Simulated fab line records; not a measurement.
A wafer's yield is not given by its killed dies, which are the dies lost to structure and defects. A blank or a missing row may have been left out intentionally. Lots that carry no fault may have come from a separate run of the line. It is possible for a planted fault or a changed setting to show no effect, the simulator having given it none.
fab line records | flow gf180mcu | part 2 of 2: steps 26 to 34 of 34
record lots=5 | wafers=15 | last_day=33
route steps=602 shown M1@331 V1@335 M2@362
lots with no fault: from the same line, run without faults
start_h: hours from the record's opening day to when the first of the lot's shown wafers began | wait_h: hours from the lot's prior step to this one | " as in the row above | L1.1+2: several wafers, shown together as one row | - value missing, or start not given | * or withheld: withheld | < > ~ a bound
route shown NAME@n: names a module that has steps shown in the file, with the first one's number in the route | usual: the fault-free wafers' mean and standard deviation | same: alike in all rows | chamber/n: place in a boat | sites: readings site by site | _std_site: how widely they spread, as a standard deviation | _edge_site: outer sites' mean less inner sites' | radius_mm: for every site, how far away it sits from the centre of the wafer | mask NAME#n: copy n | behind: the last tool/chamber to shape the wafer | hold: why the lot was held/for how many hours/how that ended | device: the transistor (n, p or np) that didn't switch | end of line: the route-end tests of the same wafers | a step with no rows: only its recipe | killed: count of dies lost to structure and defects at first sort (not the wafer's yield) | map: per-die view of a wafer (x killed, . not killed, _ where there is no die)
set.NAME: the setting the step ran with; set.NAME@STEP: the setting that earlier step ran with | model.NAME: the simulator's own value behind a step, which no gauge read
lots seen at some steps along the route; tables by step, rows by wafer
services: a tool's chamber out of use, with start hour (start_h, from the record's first day; less than 0 if before it), hours out, and reason
## steps
# step GF_V1_SPUTTER_21
# recipe material=Ti | target_thk_nm=15 | chamber_pressure_pa=5 | power_w=2500 | substrate_temp_c=200 | time_s=80.02
# usual throttle_valve_pct=30.0/0.73
lot.wafer | tool           | chamber | start_h | wait_h | throttle_valve_pct
L075.2    | pvd_sputter-03 | -       | 421.55  | 0.0    | 29.7
L075.3    | "              | -       | "       | "      | 30.4
L075.4    | "              | -       | "       | "      | 29.3
L081.2    | pvd_sputter-03 | -       | 478.28  | 0.0    | 29.1
L081.4    | "              | -       | "       | "      | 29.6
L081.5    | "              | -       | "       | "      | 29.6
L082.1    | pvd_sputter-04 | -       | 487.19  | 0.0    | 28.8
L082.3    | "              | -       | "       | "      | 30.2
L082.5    | "              | -       | "       | "      | 30.8
L084.2    | pvd_sputter-04 | -       | 500.18  | 0.0    | 28.8
L084.5    | "              | -       | "       | "      | 28.9
L084.6    | "              | -       | "       | "      | 30.7
L092.2    | pvd_sputter-01 | -       | 571.37  | 0.0    | 30.4
L092.4    | "              | -       | "       | "      | 29.0
L092.6    | "              | -       | "       | "      | 31.4
# step GF_V1_SPUTTER_22
# recipe material=TiN | target_thk_nm=10 | chamber_pressure_pa=5 | power_w=4000 | time_s=40
# usual throttle_valve_pct=30.0/0.7
lot.wafer | tool           | chamber | start_h | wait_h | throttle_valve_pct
L075.2    | pvd_sputter-03 | -       | 421.61  | 0.0    | 29.4
L075.3    | "              | -       | "       | "      | 30.4
L075.4    | "              | -       | "       | "      | 29.1
L081.2    | pvd_sputter-03 | -       | 478.34  | 0.0    | 29.5
L081.4    | "              | -       | "       | "      | 29.8
L081.5    | "              | -       | "       | "      | 29.5
L082.1    | pvd_sputter-04 | -       | 487.25  | 0.0    | 28.8
L082.3    | "              | -       | "       | "      | 30.0
L082.5    | "              | -       | "       | "      | 30.4
L084.2    | pvd_sputter-04 | -       | 500.24  | 0.0    | 28.7
L084.5    | "              | -       | "       | "      | 28.9
L084.6    | "              | -       | "       | "      | 30.6
L092.2    | pvd_sputter-01 | -       | 571.43  | 0.0    | 30.4
L092.4    | "              | -       | "       | "      | 29.1
L092.6    | "              | -       | "       | "      | 31.2
# step GF_V1_CVD_23
# recipe material=W | target_thk_nm=350 | time_s=105.05 | temp_c=400 | pressure_torr=40
# usual heater_power_w=806/18
lot.wafer | tool     | chamber | start_h | wait_h | heater_power_w
L075.2    | cvd_w-02 | 0       | 421.69  | 0.1    | 783
L075.3    | "        | 0       | "       | "      | 758
L075.4    | "        | 0       | "       | "      | 791
L081.2    | cvd_w-02 | 1       | 478.38  | 0.0    | 797
L081.4    | "        | 0       | "       | "      | 774
L081.5    | "        | 0       | "       | "      | 772
L082.1    | cvd_w-01 | 0       | 487.29  | 0.0    | 816
L082.3    | "        | 1       | "       | "      | 795
L082.5    | "        | 0       | "       | "      | 792
L084.2    | cvd_w-02 | 1       | 500.28  | 0.0    | 818
L084.5    | "        | 1       | "       | "      | 808
L084.6    | "        | 0       | "       | "      | 800
L092.2    | cvd_w-01 | 0       | 571.47  | 0.0    | 806
L092.4    | "        | 1       | "       | "      | 812
L092.6    | "        | 0       | "       | "      | 811
# step GF_V1_RS_MEAS_24
# recipe thk_meas_gauge=four-point-probe | reads=W_of_V1_CVD_23+TiN_of_V1_SPUTTER_22+Ti_of_V1_SPUTTER_21
# usual V1_W_RS=0.330/0.0035
lot.wafer | tool          | chamber | start_h | wait_h | V1_W_RS[ohm/sq]
L075.2    | film_metro-03 | -       | 421.90  | 0.2    | 0.331
L075.3    | "             | -       | "       | "      | 0.328
L075.4    | "             | -       | "       | "      | 0.333
L081.2    | film_metro-03 | -       | 478.51  | 0.1    | 0.330
L081.4    | "             | -       | "       | "      | 0.332
L081.5    | "             | -       | "       | "      | 0.334
L082.1    | film_metro-04 | -       | 487.40  | 0.1    | 0.331
L082.3    | "             | -       | "       | "      | 0.327
L082.5    | "             | -       | "       | "      | 0.331
L084.2    | film_metro-04 | -       | 500.42  | 0.1    | 0.332
L084.5    | "             | -       | "       | "      | 0.328
L084.6    | "             | -       | "       | "      | 0.334
L092.2    | film_metro-04 | -       | 571.60  | 0.1    | 0.335
L092.4    | "             | -       | "       | "      | 0.330
L092.6    | "             | -       | "       | "      | 0.340
# step GF_V1_THK_MEAS_25
# recipe thk_meas_gauge=xrf | reads=W_of_V1_CVD_23
# usual V1_W_THK=356/6.4
lot.wafer | tool          | chamber | start_h | wait_h | V1_W_THK[nm]
L075.2    | film_metro-03 | -       | 422.01  | 0.1    | 358
L075.3    | "             | -       | "       | "      | 363
L075.4    | "             | -       | "       | "      | 357
L081.2    | film_metro-03 | -       | 478.62  | 0.1    | 364
L081.4    | "             | -       | "       | "      | 362
L081.5    | "             | -       | "       | "      | 360
L082.1    | film_metro-04 | -       | 487.52  | 0.1    | 350
L082.3    | "             | -       | "       | "      | 355
L082.5    | "             | -       | "       | "      | 350
L084.2    | film_metro-04 | -       | 500.53  | 0.1    | 348
L084.5    | "             | -       | "       | "      | 351
L084.6    | "             | -       | "       | "      | 348
L092.2    | film_metro-04 | -       | 571.71  | 0.1    | 343
L092.4    | "             | -       | "       | "      | 349
L092.6    | "             | -       | "       | "      | 340
# step GF_V1_CMP_26
# recipe stop_on=SiO2 | down_force_psi=3.5 | platen_rpm=60 | t_overpolish_s=15 | target_thk_nm=0 | pad_velocity_m_s=0.94248
# usual motor_current_A=11.4/1.2 | overpolish_run_s=15.000/0.0096 | time_to_endpoint_s=85/5
lot.wafer | tool   | chamber | start_h | wait_h | motor_current_A | overpolish_run_s | time_to_endpoint_s
L075.3    | cmp-02 | 3       | 422.06  | 0.0    | 12.2            | 15.019           | 88
L075.2    | "      | 0       | "       | "      | 12.2            | 15.018           | 94
L075.4    | "      | 1       | "       | "      | 12.8            | 14.992           | 90
L081.2    | cmp-02 | 0       | 478.77  | 0.1    | 11.8            | 15.003           | 92
L081.4    | "      | 1       | "       | "      | 13.9            | 14.991           | 82
L081.5    | "      | 2       | "       | "      | 10.5            | 15.004           | 84
L082.3    | cmp-01 | 1       | 487.58  | 0.0    | 10.1            | 15.000           | 77
L082.1    | "      | 2       | "       | "      | 11.7            | 15.004           | 90
L082.5    | "      | 2       | "       | "      | 12.1            | 14.994           | 88
L084.2    | cmp-01 | 2       | 500.68  | 0.1    | 12.1            | 15.015           | 94
L084.5    | "      | 0       | "       | "      | 10.9            | 14.997           | 84
L084.6    | "      | 1       | "       | "      | 10.7            | 14.998           | 84
L092.4    | cmp-01 | 1       | 571.86  | 0.1    | 10.4            | 15.005           | 77
L092.2    | "      | 2       | "       | "      | 11.3            | 14.987           | 86
L092.6    | "      | 3       | "       | "      | 10.8            | 15.001           | 74
# step GF_M2_SPUTTER_00
# recipe material=Ti | target_thk_nm=37.5 | arriving_ion_energy_ev=80 | substrate_temp_c=200 | chamber_pressure_pa=2 | power_w=4000 | time_s=150
# usual throttle_valve_pct=30.4/0.77
lot.wafer | tool           | chamber | start_h | wait_h | throttle_valve_pct
L075.2    | pvd_sputter-04 | -       | 422.36  | 0.2    | 30.9
L075.3    | "              | -       | "       | "      | 29.0
L075.4    | "              | -       | "       | "      | 30.7
L081.2    | pvd_sputter-04 | -       | 478.97  | 0.1    | 30.2
L081.4    | "              | -       | "       | "      | 30.8
L081.5    | "              | -       | "       | "      | 30.0
L082.1    | pvd_sputter-01 | -       | 487.88  | 0.2    | 31.1
L082.3    | "              | -       | "       | "      | 29.7
L082.5    | "              | -       | "       | "      | 29.7
L084.2    | pvd_sputter-04 | -       | 500.88  | 0.1    | 30.3
L084.5    | "              | -       | "       | "      | 30.2
L084.6    | "              | -       | "       | "      | 28.8
L092.2    | pvd_sputter-04 | -       | 572.06  | 0.1    | 30.6
L092.4    | "              | -       | "       | "      | 29.0
L092.6    | "              | -       | "       | "      | 28.7
# step GF_M2_SPUTTER_01
# recipe material=TiN | target_thk_nm=30 | power_w=6500 | time_s=25 | chamber_pressure_pa=0.4
# usual throttle_valve_pct=30.4/0.76
lot.wafer | tool           | chamber | start_h | wait_h | throttle_valve_pct
L075.2    | pvd_sputter-04 | -       | 422.46  | 0.1    | 30.7
L075.3    | "              | -       | "       | "      | 28.8
L075.4    | "              | -       | "       | "      | 30.2
L081.2    | pvd_sputter-04 | -       | 479.07  | 0.1    | 30.5
L081.4    | "              | -       | "       | "      | 30.9
L081.5    | "              | -       | "       | "      | 30.4
L082.1    | pvd_sputter-01 | -       | 487.98  | 0.1    | 31.5
L082.3    | "              | -       | "       | "      | 29.6
L082.5    | "              | -       | "       | "      | 29.8
L084.2    | pvd_sputter-04 | -       | 500.98  | 0.1    | 30.5
L084.5    | "              | -       | "       | "      | 30.0
L084.6    | "              | -       | "       | "      | 28.9
L092.2    | pvd_sputter-04 | -       | 572.16  | 0.1    | 30.6
L092.4    | "              | -       | "       | "      | 29.3
L092.6    | "              | -       | "       | "      | 29.0
# step GF_M2_SPUTTER_02
# recipe material=AlCu | target_thk_nm=450 | power_w=10600 | time_s=23.9 | chamber_pressure_pa=0.4
# usual throttle_valve_pct=30.3/0.79
lot.wafer | tool           | chamber | start_h | wait_h | throttle_valve_pct
L075.2    | pvd_sputter-04 | -       | 422.49  | 0.0    | 30.8
L075.3    | "              | -       | "       | "      | 28.9
L075.4    | "              | -       | "       | "      | 30.2
L081.2    | pvd_sputter-04 | -       | 479.11  | 0.0    | 30.6
L081.4    | "              | -       | "       | "      | 30.7
L081.5    | "              | -       | "       | "      | 30.3
L082.1    | pvd_sputter-01 | -       | 488.01  | 0.0    | 31.3
L082.3    | "              | -       | "       | "      | 29.8
L082.5    | "              | -       | "       | "      | 29.7
L084.2    | pvd_sputter-04 | -       | 501.01  | 0.0    | 30.5
L084.5    | "              | -       | "       | "      | 30.0
L084.6    | "              | -       | "       | "      | 28.8
L092.2    | pvd_sputter-04 | -       | 572.19  | 0.0    | 30.8
L092.4    | "              | -       | "       | "      | 28.9
L092.6    | "              | -       | "       | "      | 29.1
## services
tool            | chamber | start_h | hours | kind
rie_diel-02     | 1       | 393.82  | 6.1   | repair
rie_diel-04     | 3       | 402.14  | 3.9   | repair
cmp-01          | -       | 404.08  | 4.0   | pm
cmp-02          | -       | 411.10  | 0.8   | repair
hdpcvd-02       | -       | 420.70  | 0.7   | repair
rie_diel-02     | -       | 423.09  | 0.2   | repair
cmp-02          | -       | 423.41  | 1.8   | repair
rie_diel-02     | -       | 439.64  | 4.3   | pm
wet_bench-02    | -       | 442.26  | 6.1   | repair
rie_diel-02     | 2       | 449.86  | 4.9   | repair
cmp-02          | -       | 451.15  | 1.5   | repair
cmp-01          | -       | 458.54  | 0.6   | repair
rie_diel-02     | 1       | 459.92  | 9.3   | repair
cmp-01          | -       | 461.79  | 1.3   | repair
cmp-02          | -       | 466.76  | 0.7   | repair
cmp-02          | -       | 468.67  | 0.9   | repair
plasma_asher-04 | -       | 474.64  | 15.6  | pm
cmp-02          | -       | 481.50  | 7.1   | pm
rie_diel-04     | 0       | 483.45  | 9.7   | repair
pecvd-01        | -       | 509.16  | 0.4   | repair
wet_bench-02    | -       | 512.04  | 10.2  | repair
cmp-01          | -       | 526.26  | 4.3   | pm
pvd_sputter-01  | -       | 533.81  | 3.8   | repair
pvd_sputter-04  | -       | 548.52  | 0.6   | repair
